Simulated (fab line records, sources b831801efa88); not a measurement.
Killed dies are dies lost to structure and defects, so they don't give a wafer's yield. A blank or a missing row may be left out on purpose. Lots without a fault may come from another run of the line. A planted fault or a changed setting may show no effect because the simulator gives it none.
Which tool did it? | flow sky130 | 13 lots, 39 wafers sampled, at 4 steps of a route of 708

WHAT THE GAUGES READ, wafer by wafer
SKY_NWELL_OVL_MEAS_10. Usual: NWELL_00_OVL 0.8 nm, standard deviation 1.3.
lot  | measured     | on         | NWELL_00_OVL (nm) | flag
L337 | day 4 17:11  | overlay-01 | 1.6 1.4 0.0       |
L338 | day 5 02:09  | overlay-02 | -0.8 0.2 1.6      |
L347 | day 7 04:12  | overlay-02 | -0.2 0.1 -0.8     |
L348 | day 7 10:45  | overlay-01 | -1.0 -1.0 -3.2    |
L349 | day 7 15:28  | overlay-02 | 0.3 0.0 0.9       |
L350 | day 7 22:22  | overlay-01 | 0.4 0.1 1.3       |
L351 | day 8 03:08  | overlay-01 | 2.3 1.6 0.5       |
L352 | day 8 10:53  | overlay-01 | 2.0 2.3 2.0       |
L353 | day 8 15:08  | overlay-02 | 1.4 1.8 0.0       |
L354 | day 8 20:30  | overlay-02 | 0.1 -0.6 -1.1     |
L355 | day 9 04:45  | overlay-01 | 1.8 0.2 0.9       |
L358 | day 10 04:16 | overlay-01 | 1.4 -2.0 0.6      |
L359 | day 10 04:47 | overlay-02 | 1.4 1.2 1.5       |

SKY_VT_ADJUST_PCH_TW_MEAS_10. Usual: VT_ADJUST_PCH_TW 142.7, standard deviation 1.5.
lot  | measured     | on            | VT_ADJUST_PCH_TW  | flag
L337 | day 10 14:07 | film_metro-04 | 142.9 143.1 143.0 |
L338 | day 11 00:05 | film_metro-01 | 140.9 141.9 141.9 |
L347 | day 13 21:40 | film_metro-02 | 142.6 142.8 142.5 |
L348 | day 14 05:14 | film_metro-02 | 141.5 142.0 141.9 |
L349 | day 14 11:00 | film_metro-04 | 144.5 144.6 144.7 |
L350 | day 14 22:05 | film_metro-01 | 140.8 140.4 140.8 |
L351 | day 15 03:12 | film_metro-02 | 142.7 142.1 143.6 |
L352 | day 15 14:12 | film_metro-04 | 144.1 144.1 144.0 |
L353 | day 15 19:38 | film_metro-01 | 141.1 141.1 142.0 |
L354 | day 16 03:19 | film_metro-02 | 143.0 142.7 143.3 |
L355 | day 16 12:13 | film_metro-04 | 143.0 144.5 144.2 |
L358 | day 17 20:50 | film_metro-01 | 139.9 140.3 140.8 |
L359 | day 17 22:34 | film_metro-04 | 144.1 145.2 144.7 |

WHICH TOOL RAN EACH LOT (tool, then ch and the chambers of the sampled wafers, then the start)
lot  | SKY_VT_ADJUST_LVTN_STRIP_20          | SKY_VT_ADJUST_NCORE_DEVELOP_06
L337 | plasma_asher-04 ch 0,1, day 7 21:41  | litho_track-03 ch 0, day 8 17:33
L338 | plasma_asher-02 ch 0,1, day 8 05:31  | litho_track-01 ch 0, day 9 02:21
L347 | plasma_asher-01 ch 0,1, day 10 18:50 | litho_track-01 ch 0, day 11 18:21
L348 | plasma_asher-04 ch 0, day 11 02:13   | litho_track-01 ch 0, day 12 01:14
L349 | plasma_asher-02 ch 0,1, day 11 07:38 | litho_track-04 ch 0, day 12 07:04
L350 | plasma_asher-01 ch 0,1, day 11 17:43 | litho_track-03 ch 0, day 12 18:12
L351 | plasma_asher-02 ch 0,1, day 11 21:49 | litho_track-04 ch 0, day 12 22:10
L352 | plasma_asher-01 ch 0,1, day 12 07:04 | litho_track-03 ch 0, day 13 08:27
L353 | plasma_asher-01 ch 0,1, day 12 12:43 | litho_track-04 ch 0, day 13 13:43
L354 | plasma_asher-02 ch 0,1, day 12 18:50 | litho_track-04 ch 0, day 13 20:38
L355 | plasma_asher-02 ch 0,1, day 13 03:14 | litho_track-04 ch 0, day 14 04:41
L358 | plasma_asher-01 ch 0,1, day 14 07:58 | litho_track-04 ch 0, day 15 10:05
L359 | plasma_asher-02 ch 0,1, day 14 10:07 | litho_track-04 ch 0, day 15 12:37
- SKY_VT_ADJUST_LVTN_STRIP_20: strips in O2/N2.
- SKY_VT_ADJUST_NCORE_DEVELOP_06: develop time 60 s.

WHAT THE TOOLS THEMSELVES READ (means of the sampled wafers that have a number; where no wafer has one, the mark that the record gives instead)
SKY_VT_ADJUST_LVTN_STRIP_20. Usual: drypump_motor_current_A 5.8 A, standard deviation 0.35; oes_product_au 0.715 a.u., standard deviation 0.0044; strip_time_to_endpoint_s 14.20 s, standard deviation 0.044.
lot  | tool            | drypump_motor_current_A (A) | oes_product_au (a.u.) | strip_time_to_endpoint_s (s) | flag
L337 | plasma_asher-04 | 5.2                         | 0.717                 | 14.20                        |
L338 | plasma_asher-02 | 6.0                         | 0.715                 | 14.20                        |
L347 | plasma_asher-01 | 6.0                         | 0.716                 | 14.23                        |
L348 | plasma_asher-04 | 5.8                         | 0.717                 | 14.23                        |
L349 | plasma_asher-02 | 6.0                         | 0.712                 | 14.21                        |
L350 | plasma_asher-01 | 6.0                         | 0.716                 | 14.21                        |
L351 | plasma_asher-02 | 5.9                         | 0.713                 | 14.26                        |
L352 | plasma_asher-01 | 5.8                         | 0.713                 | 14.22                        |
L353 | plasma_asher-01 | 5.8                         | 0.721                 | 14.28                        |
L354 | plasma_asher-02 | 6.0                         | 0.720                 | 14.26                        |
L355 | plasma_asher-02 | 6.0                         | 0.713                 | 14.17                        |
L358 | plasma_asher-01 | 5.8                         | 0.713                 | 14.16                        |
L359 | plasma_asher-02 | 6.0                         | 0.713                 | 14.24                        |

SKY_VT_ADJUST_NCORE_DEVELOP_06. Usual: developer_temp_C 23.03 C, standard deviation 0.098; exhaust_pa 45.0 Pa, standard deviation 0.9.
lot  | tool           | developer_temp_C (C) | exhaust_pa (Pa) | flag
L337 | litho_track-03 | 22.96                | 45.4            |
L338 | litho_track-01 | 23.01                | 45.2            |
L347 | litho_track-01 | 21.95                | 45.8            | OFF
L348 | litho_track-01 | 22.08                | 45.1            | OFF
L349 | litho_track-04 | 23.07                | 44.1            |
L350 | litho_track-03 | 23.02                | 44.7            |
L351 | litho_track-04 | 23.04                | 44.6            |
L352 | litho_track-03 | 23.03                | 45.8            |
L353 | litho_track-04 | 23.07                | 43.5            |
L354 | litho_track-04 | 23.01                | 45.5            |
L355 | litho_track-04 | 22.95                | 45.6            |
L358 | litho_track-04 | 22.98                | 45.0            |
L359 | litho_track-04 | 23.10                | 44.5            |

THE ANSWER, worked out from the rows above alone
Rule: a lot is off if the mean of its wafers that have a number lies more than 3 standard deviations from the usual mean. A lot without any number at a reading at which 4 lots or more have one is off too. The other lots that the step has rows for count as sound. The gauges are gone through in route order, then the tools' own readings, and for those a lot's mean is taken as printed above. The first step at which some lot is off is used, and at that step the reading that is off furthest; a lot without a number counts as furthest.
Off: L347, L348, at SKY_VT_ADJUST_NCORE_DEVELOP_06 (developer_temp_C).
A tool fits if, at that step or a process step before it, it ran every lot that is off, and no sound lot after the first of them. One fits: litho_track-01 at SKY_VT_ADJUST_NCORE_DEVELOP_06. Its last sound lot is L338 (day 9 02:21), its first lot that is off L347 (day 11 18:21): a fault that began between those two fits.
The tool's own readings at SKY_VT_ADJUST_NCORE_DEVELOP_06 bear it out: on the lots that are off they differ by more than 5 times the standard deviation of the sound lots' means. developer_temp_C reads 22.02 C there against 23.02 C on the sound lots.

WHAT THE SIMULATOR HAD PUT IN
Process parameter drift: litho_track-01, from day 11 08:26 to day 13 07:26, at SKY_VT_ADJUST_NCORE_DEVELOP_06. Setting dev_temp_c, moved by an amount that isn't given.
Lots struck among those shown: L347, L348. The rule above found the same.
